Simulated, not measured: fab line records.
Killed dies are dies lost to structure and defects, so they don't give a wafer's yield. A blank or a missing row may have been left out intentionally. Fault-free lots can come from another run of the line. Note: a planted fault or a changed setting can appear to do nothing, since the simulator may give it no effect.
A lot that was struck, set against a sound lot :: flow gf180mcu :: 33 steps out of a route of 602
Sound: these wafers, L146.2, L146.3, L146.5. Wafers L148.2, L148.4, L148.6 were the ones struck. The cause is named last.
Per side, at each step with rows, come the tool, then ch with its chambers, and then its first start. Under that, the readings that differ: sound wafers :: struck wafers :: difference of the means :: sigmas: that difference in standard deviations of wafers without a fault.
alike: readings whose means differ by less than 2 such deviations, and words and numbers that are the same on both sides. not compared: withheld readings, readings that some wafer has no value for, bounds like >300 that may hide the same value, and numbers for which the record gives no deviation and whose values overlap.
Wherever a step has rows on one side only, a row that says differs or no value, or a row with sigmas, the two part there. Numbers that have no deviation but don't overlap get no sigmas and don't part them. A reading missing from all wafers of one side parts the sides only when that side holds two or more wafers.

first, 3 steps without rows for these wafers: GF_LVPWELL_EXPOSE_04 (exposes mask LVPWELL, target cd 600 nm); GF_LVPWELL_PEB_05; GF_LVPWELL_DEVELOP_06 (develop time 60 s).
GF_LVPWELL_OVL_MEAS_07:
  sound on overlay-01 at day 5 00:48; struck on overlay-02 at day 5 16:00
  alike: LVPWELL_OVL
then, 2 steps without rows for these wafers: GF_LVPWELL_IMPLANT_08; GF_LVPWELL_IMPLANT_09.
GF_LVPWELL_STRIP_10: strips in O2/N2.
  sound on plasma_asher-02 ch 0,1, day 5 01:08; struck on plasma_asher-03 ch 0,1, day 5 16:20
reading: heater_power_w (W)
sound: 308 310 307
struck: 318 357 358
difference: +36
sigmas: +2
  alike: drypump_motor_current_A, oes_product_au, platen_temp_c, strip_time_to_endpoint_s
  not compared: rf_hours_counter_h
GF_LVPWELL_TW_MEAS_11:
  sound on film_metro-03 at day 5 01:14; struck on film_metro-01 at day 5 16:26
  alike: LVPWELL_TW
then, 4 steps without rows for these wafers: GF_MVSD_DEHYDRATE_00 (time 60 s); GF_MVSD_HMDS_01 (prime time 60 s); GF_MVSD_COAT_02 (resist thk 3000 nm); GF_MVSD_SOFTBAKE_03.
GF_MVSD_EXPOSE_04: exposes mask MVSD, target cd 1000 nm.
  sound on iline_stepper-02 ch 0, day 5 08:21; struck on iline_stepper-02 ch 0, day 5 23:03
reading: mask
sound: MVSD#0 MVSD#0 MVSD#0
struck: MVPSD#0 MVPSD#0 MVPSD#0
difference: differs
sigmas: 
  alike: focus_offset_nm
then, 2 steps without rows for these wafers: GF_MVSD_PEB_05; GF_MVSD_DEVELOP_06 (develop time 60 s).
GF_MVSD_OVL_MEAS_07:
  sound on overlay-01 at day 5 15:26; struck on overlay-01 at day 6 06:24
reading: MVSD_OVL (nm)
sound: 3.1 3.0 1.6
struck: - - -
difference: no value on the struck wafers
sigmas: 
then, 2 steps without rows for these wafers: GF_MVSD_IMPLANT_08; GF_MVSD_IMPLANT_09.
GF_MVSD_STRIP_10: strips in O2/N2.
  sound on plasma_asher-03 ch 1, day 5 15:46; struck on plasma_asher-01 ch 0, day 6 06:44
reading: drypump_motor_current_A (A)
sound: 6.8 6.8 6.8
struck: 5.7 5.7 5.8
difference: -1.1
sigmas: -2
  alike: heater_power_w, oes_product_au, platen_temp_c, strip_time_to_endpoint_s
  not compared: rf_hours_counter_h
GF_MVSD_TW_MEAS_11:
  sound on film_metro-02 at day 5 15:53; struck on film_metro-03 at day 6 06:50
reading: MVSD_TW
sound: 1547 1545 1552
struck: 30 30 30
difference: -1518
sigmas: -76
then, 7 steps without rows for these wafers: GF_MVPSD_DEHYDRATE_00 (time 60 s); GF_MVPSD_HMDS_01 (prime time 60 s); GF_MVPSD_COAT_02 (resist thk 3000 nm); GF_MVPSD_SOFTBAKE_03; GF_MVPSD_EXPOSE_04 (exposes mask MVPSD, target cd 1000 nm); GF_MVPSD_PEB_05; GF_MVPSD_DEVELOP_06 (develop time 60 s).
GF_MVPSD_OVL_MEAS_07:
  sound on overlay-02 at day 6 06:00; struck on overlay-02 at day 6 20:28
  alike: MVPSD_OVL
then, 2 steps without rows for these wafers: GF_MVPSD_IMPLANT_08; GF_MVPSD_IMPLANT_09.
GF_MVPSD_STRIP_10: strips in O2/N2.
  sound on plasma_asher-04 ch 0,1, day 6 06:20; struck on plasma_asher-01 ch 0,1, day 6 20:47
  alike: drypump_motor_current_A, heater_power_w, oes_product_au, platen_temp_c, strip_time_to_endpoint_s
  not compared: rf_hours_counter_h
GF_MVPSD_TW_MEAS_11:
  sound on film_metro-01 at day 6 06:26; struck on film_metro-01 at day 6 20:54
reading: MVPSD_TW
sound: 553 552 553
struck: 1598 1602 1600
difference: +1047
sigmas: +99 or more
then, 1 step without rows for these wafers: GF_VT_IMPLANT_DEHYDRATE_00 (time 60 s).

WHERE THEY PART
At GF_LVPWELL_STRIP_10 first; at GF_MVPSD_TW_MEAS_11 last (within this record only).

WHY: what had been put in by the simulator
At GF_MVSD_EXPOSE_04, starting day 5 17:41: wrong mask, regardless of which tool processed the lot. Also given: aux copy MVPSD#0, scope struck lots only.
